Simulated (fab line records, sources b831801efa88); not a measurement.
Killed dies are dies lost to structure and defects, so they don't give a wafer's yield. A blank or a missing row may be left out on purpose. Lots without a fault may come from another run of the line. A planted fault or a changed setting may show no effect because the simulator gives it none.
Which tool did it? | flow sky130 | 14 lots, 42 wafers sampled, at 2 steps of a route of 708

WHAT THE GAUGES READ, wafer by wafer
The record holds no reading of a measuring or inspecting step that can be judged against a usual standard deviation.

WHICH TOOL RAN EACH LOT (tool, then ch and the chambers of the sampled wafers, then the start)
lot  | SKY_SONOS_ONO_WET_ETCH_16       | SKY_PAD_OPEN_PROBE_99
L404 | wet_bench-01 ch 2, day 12 10:46 | prober-01, day 45 10:25
L405 | wet_bench-01 ch 1, day 12 19:01 | prober-02, day 45 22:16
L407 | wet_bench-04 ch 3, day 13 14:52 | prober-01, day 46 21:01
L408 | wet_bench-04 ch 1, day 13 15:56 | prober-02, day 46 19:53
L409 | wet_bench-04 ch 2, day 14 02:58 | prober-02, day 46 22:13
L410 | wet_bench-04 ch 2, day 14 12:46 | prober-01, day 47 10:43
L418 | wet_bench-04 ch 1, day 17 08:25 | prober-02, day 49 05:10
L419 | wet_bench-04 ch 1, day 17 12:37 | prober-01, day 49 03:40
L421 | wet_bench-01 ch 1, day 18 08:22 | prober-02, day 49 17:51
L422 | wet_bench-03 ch 2, day 18 11:31 | prober-01, day 49 18:52
L423 | wet_bench-01 ch 2, day 19 05:55 | prober-02, day 50 05:10
L425 | wet_bench-01 ch 3, day 20 01:16 | prober-02, day 50 18:07
L426 | wet_bench-03 ch 3, day 20 18:13 | prober-01, day 50 23:31
L427 | wet_bench-03 ch 0, day 21 10:37 | prober-01, day 51 05:28
- SKY_SONOS_ONO_WET_ETCH_16: etches SiO2 in dHF, target depth 14 nm, time 280 s.
- SKY_PAD_OPEN_PROBE_99

WHAT THE TOOLS THEMSELVES READ (means of the sampled wafers that have a number; where no wafer has one, the mark that the record gives instead)
SKY_SONOS_ONO_WET_ETCH_16. Usual: run_length_s 308 s, standard deviation 3.3.
lot  | tool         | run_length_s (s) | flag
L404 | wet_bench-01 | 313              |
L405 | wet_bench-01 | 311              |
L407 | wet_bench-04 | 306              |
L408 | wet_bench-04 | 305              |
L409 | wet_bench-04 | 193              | OFF
L410 | wet_bench-04 | 193              | OFF
L418 | wet_bench-04 | 312              |
L419 | wet_bench-04 | 313              |
L421 | wet_bench-01 | 311              |
L422 | wet_bench-03 | 306              |
L423 | wet_bench-01 | 305              |
L425 | wet_bench-01 | 304              |
L426 | wet_bench-03 | 305              |
L427 | wet_bench-03 | 307              |

SKY_PAD_OPEN_PROBE_99. Usual: killed_at_M0_to_M3 44, standard deviation 7.2; killed_at_M4_up 3.4, standard deviation 2.1; killed_at_contacts 24, standard deviation 5.5; killed_at_front_end 15, standard deviation 4.6; killed_at_other 0.4, standard deviation 0.64; killed_dies 86, standard deviation 9.1; killed_open 47, standard deviation 7.5; killed_short 39, standard deviation 5.8.
lot  | tool      | killed_at_M0_to_M3 | killed_at_M4_up | killed_at_contacts | killed_at_front_end | killed_at_other | killed_dies | killed_open | killed_short | flag
L404 | prober-01 | 45                 | 4.3             | 20                 | 18                  | 0.3             | 88          | 52          | 36           |
L405 | prober-02 | 41                 | 2.7             | 24                 | 18                  | 0.3             | 86          | 47          | 39           |
L407 | prober-01 | 35                 | 5.0             | 27                 | 14                  | 0.3             | 81          | 43          | 38           |
L408 | prober-02 | 48                 | 2.3             | 21                 | 20                  | 0.0             | 91          | 46          | 44           |
L409 | prober-02 | 46                 | 1.7             | 28                 | 14                  | 0.3             | 90          | 49          | 41           |
L410 | prober-01 | 52                 | 2.3             | 19                 | 20                  | 1.0             | 95          | 50          | 45           |
L418 | prober-02 | 47                 | 5.0             | 23                 | 13                  | 0.3             | 88          | 48          | 40           |
L419 | prober-01 | 35                 | 4.3             | 21                 | 19                  | 0.3             | 79          | 41          | 38           |
L421 | prober-02 | 50                 | 3.3             | 26                 | 15                  | 0.3             | 95          | 56          | 37           |
L422 | prober-01 | 46                 | 4.0             | 22                 | 12                  | 0.0             | 84          | 39          | 46           |
L423 | prober-02 | 41                 | 3.0             | 19                 | 12                  | 0.3             | 75          | 40          | 34           |
L425 | prober-02 | 41                 | 1.5             | 22                 | 20                  | 0.0             | 85          | 44          | 40           |
L426 | prober-01 | 42                 | 2.3             | 27                 | 16                  | 0.3             | 87          | 44          | 42           |
L427 | prober-01 | 48                 | 4.0             | 26                 | 16                  | 0.0             | 93          | 53          | 40           |

THE ANSWER, worked out from the rows above alone
Rule: a lot is off if the mean of its wafers that have a number lies more than 3 standard deviations from the usual mean. A lot without any number at a reading at which 4 lots or more have one is off too. The other lots that the step has rows for count as sound. The gauges are gone through in route order, then the tools' own readings, and for those a lot's mean is taken as printed above. The first step at which some lot is off is used, and at that step the reading that is off furthest; a lot without a number counts as furthest.
Off: L409, L410, at SKY_SONOS_ONO_WET_ETCH_16 (run_length_s).
A tool fits if, at that step or a process step before it, it ran every lot that is off, and no sound lot after the first of them. None of those tried fits.

WHAT THE SIMULATOR HAD PUT IN
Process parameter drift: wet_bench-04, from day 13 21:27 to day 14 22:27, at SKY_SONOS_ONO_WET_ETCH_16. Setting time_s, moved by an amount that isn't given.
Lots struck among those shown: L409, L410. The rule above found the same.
